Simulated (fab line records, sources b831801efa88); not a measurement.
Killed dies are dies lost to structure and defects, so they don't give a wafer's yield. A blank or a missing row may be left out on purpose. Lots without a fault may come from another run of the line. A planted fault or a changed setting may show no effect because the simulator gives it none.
One fault seen from 2 desks | flow gf180mcu | each desk has only its own numbers; what lay behind them comes last

THE METROLOGY DESK
What the gauges read, lot by lot, whatever tool the lot ran on: means of the sampled wafers that have a number. A lot is out of limits, marked OUT, if its mean lies more than 4 standard deviations from the usual mean; the brackets give that distance.
Columns: A = HV_LDD_01_OVL at GF_HV_LDD_OVL_MEAS_20, usual -0.2 nm; B = NSD_RS at GF_PSD_RS_MEAS_14, usual 45.76 ohm/sq; C = PSD_RS at GF_PSD_RS_MEAS_15, usual 108.50 ohm/sq; D = SALICIDE_TIN_RS at GF_SALICIDE_RS_MEAS_04, usual 16.29 ohm/sq; E = cd_nm at GF_CONTACT_CD_MEAS_14, usual 219.7 nm
lot  | first seen here | A    | B               | C                | D     | E
L186 | day 11 05:13    | 1.2  | 45.70           | 108.37           | 16.51 | 222.6
L187 | day 11 13:47    | -0.4 | 45.78           | 108.24           | 16.45 | 219.8
L188 | day 11 21:43    | -0.2 | 45.82           | 108.78           | 16.33 | 220.3
L189 | day 12 03:35    | 0.1  | 45.69           | 108.23           | 16.46 | 218.3
L190 | day 12 13:32    | -0.0 | 45.77           | 108.61           | 16.39 | 219.7
L191 | day 12 17:16    | 1.0  | 45.67           | 108.06           | 16.59 | 220.1
L192 | day 13 01:17    | 0.8  | 45.79           | 108.68           | 16.18 | 218.9
L193 | day 13 06:29    | 1.2  | 45.93           | 108.92           | 16.37 | 219.7
L194 | day 13 17:08    | -1.5 | 45.67           | 108.31           | 16.48 | 221.9
L203 | day 16 10:53    | -1.7 | 44.00 (-23) OUT | 102.68 (-22) OUT | 16.41 | 219.8
L204 | day 17 00:34    | -2.0 | 43.96 (-23) OUT | 102.87 (-22) OUT | 16.23 | 220.6
L206 | day 17 08:58    | -0.8 | 45.69           | 108.29           | 16.36 | 218.2
L207 | day 17 21:38    | -0.5 | 45.87           | 108.77           | 15.85 | 218.2
This desk's finding: out of limits on L203, L204; first on L203, day 20 13:58 (NSD_RS at GF_PSD_RS_MEAS_14). In limits: L186, L187, L188, L189, L190, L191, L192, L193, L194, L206, L207.

THE TOOL OWNER'S DESK: rtp_anneal-02
The tool's own readings at GF_PSD_RTA_13 (time 20 s): means of the sampled wafers that have a number, for each lot that ran on this tool. A lot is out of limits, marked OUT, if its mean lies more than 4 standard deviations from the usual mean; the brackets give that distance.
Columns: A = lamp_power_pct at GF_PSD_RTA_13, usual 31.5 %; B = wafer_temp_C_max at GF_PSD_RTA_13, usual 1031.0
lot  | first seen here | A    | B
L186 | day 14 17:14    | 32.5 | 1030.2
L187 | day 15 03:11    | 32.5 | 1030.4
L188 | day 15 13:19    | 32.5 | 1030.9
L189 | day 15 19:11    | 32.5 | 1030.7
L190 | day 16 06:38    | 32.5 | 1031.8
L194 | day 17 14:05    | 32.5 | 1030.7
L203 | day 20 13:53    | 33.6 | 1030.6
L204 | day 21 06:25    | 33.6 | 1030.7
This desk's finding: nothing out of limits on any of the 8 lots.

PUT TOGETHER
The metrology desk could have raised an alarm at day 20 13:58, on L203, L204.
The tool owner's desk saw nothing out of limits.
The tool owner's desk has L203, L204 on record, within its limits.
Of the lots named, all ran GF_PSD_RTA_13 on rtp_anneal-02.

WHAT THE SIMULATOR HAD PUT IN
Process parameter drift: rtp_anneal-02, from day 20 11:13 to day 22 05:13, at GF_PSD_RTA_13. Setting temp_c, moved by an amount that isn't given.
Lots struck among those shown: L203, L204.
Hours from the fault's start to each desk's first reading out of limits: the metrology desk, 3.
